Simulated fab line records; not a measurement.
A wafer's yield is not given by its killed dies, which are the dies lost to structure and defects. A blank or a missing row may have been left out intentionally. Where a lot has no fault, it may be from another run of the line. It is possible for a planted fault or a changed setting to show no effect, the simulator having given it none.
What tool caused it? | flow gf180mcu | 15 lots with 45 wafers sampled at 4 steps, on a route of 602 steps

== WHAT THE GAUGES SHOWED, per wafer ==
GF_M3_OVL_MEAS_15. Usual: M3_OVL typically reads -4 nm, with standard deviation 4.4.
lot  | measured     | on         | M3_OVL (nm) | flag
L479 | day 21 04:13 | overlay-02 | -3 -3 -7    | 
L480 | day 21 18:34 | overlay-02 | -7 4 -12    | 
L483 | day 22 17:49 | overlay-01 | 0 4 -11     | 
L484 | day 23 07:19 | overlay-02 | -2 10 -10   | 
L485 | day 23 14:37 | overlay-01 | -1 1 -3     | 
L486 | day 24 02:43 | overlay-01 | -12 -3 0    | 
L488 | day 24 21:04 | overlay-01 | -8 -5 -2    | 
L491 | day 25 15:30 | overlay-02 | -6 0 0      | 
L494 | day 26 12:54 | overlay-01 | -4 -2 -6    | 
L495 | day 26 19:25 | overlay-01 | -5 8 0      | 
L496 | day 27 04:33 | overlay-01 | -6 -1 1     | 
L498 | day 27 20:23 | overlay-01 | -4 -10 5    | 
L499 | day 28 02:37 | overlay-01 | -5 -5 -7    | 
L500 | day 28 09:49 | overlay-02 | -13 -9 -11  | 
L502 | day 28 18:03 | overlay-01 | -16 -13 -13 | 

GF_V3_OVL_MEAS_15. Usual: V3_OVL typically reads -2 nm, with standard deviation 5.5.
lot  | measured     | on         | V3_OVL (nm) | flag
L479 | day 22 05:36 | overlay-01 | 2 1 -3      | 
L480 | day 22 18:57 | overlay-01 | 6 -6 4      | 
L483 | day 23 18:15 | overlay-02 | -6 0 0      | 
L484 | day 24 07:13 | overlay-01 | 2 5 2       | 
L485 | day 24 14:40 | overlay-01 | 4 1 3       | 
L486 | day 25 01:52 | overlay-02 | 3 8 6       | 
L488 | day 25 19:46 | overlay-01 | 1 -9 -5     | 
L491 | day 26 13:36 | overlay-02 | -3 -6 -8    | 
L494 | day 27 11:03 | overlay-01 | -4 -9 3     | 
L495 | day 27 17:15 | overlay-01 | 3 -1 0      | 
L496 | day 28 01:51 | overlay-01 | 3 4 0       | 
L498 | day 28 17:01 | overlay-01 | 5 -3 6      | 
L499 | day 28 23:42 | overlay-01 | -3 -6 -5    | 
L500 | day 29 06:30 | overlay-02 | -8 -3 -12   | 
L502 | day 29 14:00 | overlay-01 | -5 -3 -6    | 

== TOOL THAT RAN EACH LOT (tool first, then ch and the chambers of the sampled wafers, then the start) ==
lot  | GF_DNWELL_IMPLANT_07           | GF_V2_SPUTTER_22
L479 | implanter-01 ch 0, day 2 18:08 | pvdSputter-03, day 20 03:47
L480 | implanter-04 ch 0, day 2 23:53 | pvdSputter-01, day 20 17:30
L483 | implanter-01 ch 0, day 3 15:50 | pvdSputter-03, day 21 17:10
L484 | implanter-01 ch 0, day 3 21:47 | pvdSputter-01, day 22 07:19
L485 | implanter-01 ch 0, day 4 03:31 | pvdSputter-03, day 22 14:51
L486 | implanter-03 ch 0, day 4 09:11 | pvdSputter-03, day 23 03:17
L488 | implanter-03 ch 0, day 4 21:01 | pvdSputter-01, day 23 22:28
L491 | implanter-04 ch 0, day 5 10:20 | pvdSputter-03, day 24 16:52
L494 | implanter-01 ch 0, day 6 02:08 | pvdSputter-02, day 25 14:40
L495 | implanter-01 ch 0, day 6 05:54 | pvdSputter-03, day 25 22:10
L496 | implanter-01 ch 0, day 6 13:41 | pvdSputter-02, day 26 07:43
L498 | implanter-04 ch 0, day 6 23:40 | pvdSputter-03, day 26 22:57
L499 | implanter-03 ch 0, day 7 05:18 | pvdSputter-01, day 27 05:46
L500 | implanter-04 ch 0, day 7 11:00 | pvdSputter-03, day 27 13:01
L502 | implanter-03 ch 0, day 7 20:29 | pvdSputter-02, day 27 22:37
- GF_DNWELL_IMPLANT_07
- GF_V2_SPUTTER_22: material TiN, target thk 10 nm, time 40 s.

== WHAT THE TOOLS THEMSELVES READ (means of the sampled wafers that have a number; where no wafer has one, the mark that the record gives instead) ==
GF_DNWELL_IMPLANT_07. Usual: beamEnergyKeV at 1499.9, with a standard deviation of 0.44.
lot  | tool         | beamEnergyKeV | flag
L479 | implanter-01 | 1499.4        | 
L480 | implanter-04 | 1500.1        | 
L483 | implanter-01 | 1500.5        | 
L484 | implanter-01 | 1499.5        | 
L485 | implanter-01 | 1499.6        | 
L486 | implanter-03 | 1500.4        | 
L488 | implanter-03 | 1499.9        | 
L491 | implanter-04 | 1499.9        | 
L494 | implanter-01 | 1575.6        | OFF
L495 | implanter-01 | 1575.3        | OFF
L496 | implanter-01 | 1576.1        | OFF
L498 | implanter-04 | 1500.0        | 
L499 | implanter-03 | 1500.4        | 
L500 | implanter-04 | 1499.2        | 
L502 | implanter-03 | 1499.6        | 

GF_V2_SPUTTER_22. Usual: throttleValvePct at 30.0 %, with a standard deviation of 0.75.
lot  | tool          | throttleValvePct (%) | flag
L479 | pvdSputter-03 | 29.6                 | 
L480 | pvdSputter-01 | 30.7                 | 
L483 | pvdSputter-03 | 29.6                 | 
L484 | pvdSputter-01 | 30.5                 | 
L485 | pvdSputter-03 | 29.5                 | 
L486 | pvdSputter-03 | 29.3                 | 
L488 | pvdSputter-01 | 30.9                 | 
L491 | pvdSputter-03 | 29.7                 | 
L494 | pvdSputter-02 | 30.5                 | 
L495 | pvdSputter-03 | 29.5                 | 
L496 | pvdSputter-02 | 30.5                 | 
L498 | pvdSputter-03 | 29.8                 | 
L499 | pvdSputter-01 | 30.1                 | 
L500 | pvdSputter-03 | 28.9                 | 
L502 | pvdSputter-02 | 29.9                 | 

== THE ANSWER, worked out from the rows above alone ==
Rule: take the mean of a lot's wafers that have a number; if it is more than 3 standard deviations from the usual mean, the lot is off. Also off: a lot with no number at a reading for which 4 or more lots have one. The other lots that the step has rows for count as sound. First the gauges in route order, then the tools' own readings, where a lot's mean is used as printed above. At the first step where some lot is off, the reading lying furthest off is the one used; lots without a number count as furthest.
Off at GF_DNWELL_IMPLANT_07 (beamEnergyKeV): L494, L495, L496.
A tool fits if, at that step or a process step before it, it ran every lot that is off, and no sound lot after the first of them. One fits: GF_DNWELL_IMPLANT_07 on implanter-01. A fault onset in the window from L485 (day 4 03:31, its last sound lot) to L494 (day 6 02:08, its first lot off) fits.
On the lots that are off, the tool's own readings at GF_DNWELL_IMPLANT_07 differ by more than 5 times the standard deviation of the sound lots' means, which bears it out; beamEnergyKeV reads 1575.7 there versus 1499.9 on the sound lots.

== WHAT THE SIMULATOR PUT IN ==
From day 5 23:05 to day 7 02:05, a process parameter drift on implanter-01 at GF_DNWELL_IMPLANT_07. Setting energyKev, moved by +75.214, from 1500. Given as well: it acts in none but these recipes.
Lots struck among those shown: L494, L495, L496. The rule given above showed the same thing.
